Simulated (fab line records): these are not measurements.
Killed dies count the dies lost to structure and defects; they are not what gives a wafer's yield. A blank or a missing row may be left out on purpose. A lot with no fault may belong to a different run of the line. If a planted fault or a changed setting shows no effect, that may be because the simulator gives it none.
What tool caused it? -- flow sfq line -- Sampling: 15 lots, 45 wafers, 3 of 325 route steps

== WHAT THE GAUGES READ, wafer by wafer ==
Not one reading of a measure or inspect step in the record can be checked against a usual standard deviation.

== WHICH TOOL RAN EACH LOT (tool, then ch and the chambers of the sampled wafers, then the start) ==
lot,SFQ_TRILAYER_I3_VIA_BARC_OPEN_VIA_ETCH_121,SFQ_TRILAYER_I3_VIA_ETCH_VIA_ETCH_088,SFQ_TRILAYER_M4_LITHO_EXPOSE_094
L952,"rie diel-03 ch 0,2, day 27 17:38","rie diel-03 ch 0,2, day 27 17:40","krf scanner-01 ch 0, day 27 21:41"
L953,"rie diel-01 ch 0,3, day 28 05:22","rie diel-01 ch 0,3, day 28 05:24","krf scanner-02 ch 0, day 34 02:30"
L954,"rie diel-03 ch 0,1,2, day 28 15:57","rie diel-03 ch 0,1,2, day 28 15:59","krf scanner-02 ch 0, day 34 07:43"
L955,"rie diel-03 ch 0,1,3, day 34 02:58","rie diel-03 ch 0,1,3, day 34 03:00","krf scanner-02 ch 0, day 34 08:31"
L956,"rie diel-01 ch 0,1, day 34 12:55","rie diel-01 ch 0,1, day 34 12:57","krf scanner-01 ch 0, day 34 15:13"
L958,"rie diel-02 ch 1,2,3, day 35 16:38","rie diel-02 ch 1,2,3, day 35 16:41","krf scanner-01 ch 0, day 35 20:05"
L959,"rie diel-03 ch 0,3, day 36 05:57","rie diel-03 ch 0,3, day 36 05:59","krf scanner-02 ch 0, day 36 12:13"
L960,"rie diel-01 ch 0,2,3, day 36 15:37","rie diel-01 ch 0,2,3, day 36 15:40","krf scanner-02 ch 0, day 36 19:29"
L961,"rie diel-01 ch 0,2, day 37 15:46","rie diel-01 ch 0,2, day 37 15:49","krf scanner-02 ch 0, day 37 17:50"
L963,"rie diel-01 ch 0,2, day 38 16:53","rie diel-01 ch 0,2, day 38 16:55","krf scanner-02 ch 0, day 38 21:33"
L967,"rie diel-01 ch 0,2,3, day 39 13:20","rie diel-01 ch 0,2,3, day 39 13:23","krf scanner-01 ch 0, day 45 06:59"
L968,"rie diel-01 ch 1,3, day 40 02:05","rie diel-01 ch 1,3, day 40 02:07","krf scanner-01, day 45 22:47"
L969,"rie diel-01 ch 0,2,3, day 40 08:46","rie diel-01 ch 0,2,3, day 40 08:49","krf scanner-01, day 46 03:35"
L970,"rie diel-01 ch 0,2,3, day 40 19:43","rie diel-01 ch 0,2,3, day 40 19:44","krf scanner-01, day 46 15:11"
L975,"rie diel-03 ch 0,1,3, day 41 22:37","rie diel-03 ch 0,1,3, day 41 22:40","krf scanner-01 ch 0, day 47 23:35"
- SFQ_TRILAYER_I3_VIA_BARC_OPEN_VIA_ETCH_121: etches BARC in O2, target depth 125 nm, time 41.7 s.
- SFQ_TRILAYER_I3_VIA_ETCH_VIA_ETCH_088: etches SiO2 in CHF3, stops on Nb, target depth 260 nm.
- SFQ_TRILAYER_M4_LITHO_EXPOSE_094: exposes mask M4, target cd 500 nm.

== WHAT THE TOOLS THEMSELVES READ (means of the sampled wafers that have a number; where no wafer has one, the mark that the record gives instead) ==
SFQ_TRILAYER_I3_VIA_BARC_OPEN_VIA_ETCH_121.
lot,tool,bias w (W),chamber pressure mTorr (mTorr),drypump motor current A (A),oes product au (a.u.)
L952,rie diel-03,77.39,29.986,6.03,0.686
L953,rie diel-01,77.14,30.013,5.90,0.683
L954,rie diel-03,77.03,29.990,5.92,0.683
L955,rie diel-03,77.25,30.005,5.87,0.688
L956,rie diel-01,76.95,30.012,5.88,0.682
L958,rie diel-02,77.06,29.987,5.92,0.682
L959,rie diel-03,77.19,29.994,5.99,0.688
L960,rie diel-01,77.18,30.010,5.73,0.683
L961,rie diel-01,77.26,29.986,5.71,0.683
L963,rie diel-01,77.06,29.955,5.70,0.686
L967,rie diel-01,77.00,30.021,5.75,0.686
L968,rie diel-01,-,-,-,-
L969,rie diel-01,-,-,-,-
L970,rie diel-01,-,-,-,-
L975,rie diel-03,77.24,29.989,5.87,0.684

SFQ_TRILAYER_I3_VIA_ETCH_VIA_ETCH_088.
lot,tool,bias w (W),chamber pressure mTorr (mTorr),drypump motor current A (A),oes product au (a.u.)
L952,rie diel-03,80.21,29.982,6.05,0.856
L953,rie diel-01,80.14,29.998,5.91,0.855
L954,rie diel-03,80.15,29.996,5.91,0.860
L955,rie diel-03,80.03,30.004,5.86,0.851
L956,rie diel-01,79.91,30.014,5.88,0.855
L958,rie diel-02,80.04,30.022,5.91,0.857
L959,rie diel-03,79.91,29.989,6.00,0.851
L960,rie diel-01,79.99,30.011,5.78,0.851
L961,rie diel-01,80.03,29.977,5.69,0.857
L963,rie diel-01,80.01,29.983,5.71,0.856
L967,rie diel-01,79.71,30.016,5.76,0.857
L968,rie diel-01,80.12,30.022,5.60,0.379
L969,rie diel-01,79.92,30.008,5.76,0.377
L970,rie diel-01,80.30,29.991,5.76,0.376
L975,rie diel-03,80.12,30.004,5.87,0.859

SFQ_TRILAYER_M4_LITHO_EXPOSE_094.
lot,tool,exposure dose mJ cm2,focus offset nm (nm),reticle temp C (C)
L952,krf scanner-01,14.409,-0.6,23.08
L953,krf scanner-02,14.397,0.0,23.10
L954,krf scanner-02,14.408,0.1,23.04
L955,krf scanner-02,14.387,-0.2,23.02
L956,krf scanner-01,14.400,0.0,23.09
L958,krf scanner-01,14.400,0.4,23.02
L959,krf scanner-02,14.391,-0.5,23.04
L960,krf scanner-02,14.389,-0.2,23.08
L961,krf scanner-02,14.403,0.1,23.00
L963,krf scanner-02,14.407,0.4,23.00
L967,krf scanner-01,14.401,0.3,23.08
L968,krf scanner-01,-,-,-
L969,krf scanner-01,-,-,-
L970,krf scanner-01,-,-,-
L975,krf scanner-01,14.385,-0.2,22.81

== THE ANSWER, worked out from the rows above alone ==
Rule: usual is defined by the lots themselves. Put in order of their means at a reading, lots are off if they are a third of the lots or fewer, leave a main group of 4 or more, and stand apart from it by a gap of 3 or more times the standard deviation of the main group's means; of several such gaps the widest counts. If all means in a main group match to the digits the tables above print for the reading, that group is not used. A lot without any number at a reading at which 4 lots or more have one is off too. The other lots that the step has rows for count as sound. Order of review: gauges by route order, followed by the tools' own readings, for which a lot's mean as printed above is used. The first step at which some lot is off is used, and at that step the reading that is off furthest; a lot without a number counts as furthest.
Off: L968, L969, L970, at SFQ_TRILAYER_I3_VIA_BARC_OPEN_VIA_ETCH_121 (bias w). Without a number there: L968, L969, L970. The main group has a mean of 77.15 W with a standard deviation of 0.12.
If a tool, at that step or one of the process steps before it, ran each lot that is off and ran no sound lot following the first of them, it fits. One fits: rie diel-01 at SFQ_TRILAYER_I3_VIA_BARC_OPEN_VIA_ETCH_121. Its last sound lot is L967 (day 39 13:20), its first lot that is off L968 (day 40 02:05): a fault that began between those two fits.
Blank at SFQ_TRILAYER_I3_VIA_BARC_OPEN_VIA_ETCH_121 on the lots that are off, where sound lots have numbers: bias w, chamber pressure mTorr, drypump motor current A, oes product au.

== WHAT THE SIMULATOR HAD INSERTED ==
Step skipped in full: rie diel-01, at SFQ_TRILAYER_I3_VIA_BARC_OPEN_VIA_ETCH_121, from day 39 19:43 onward. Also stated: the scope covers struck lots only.
Struck lots among those shown: L968, L969, L970. The rule above found the same.
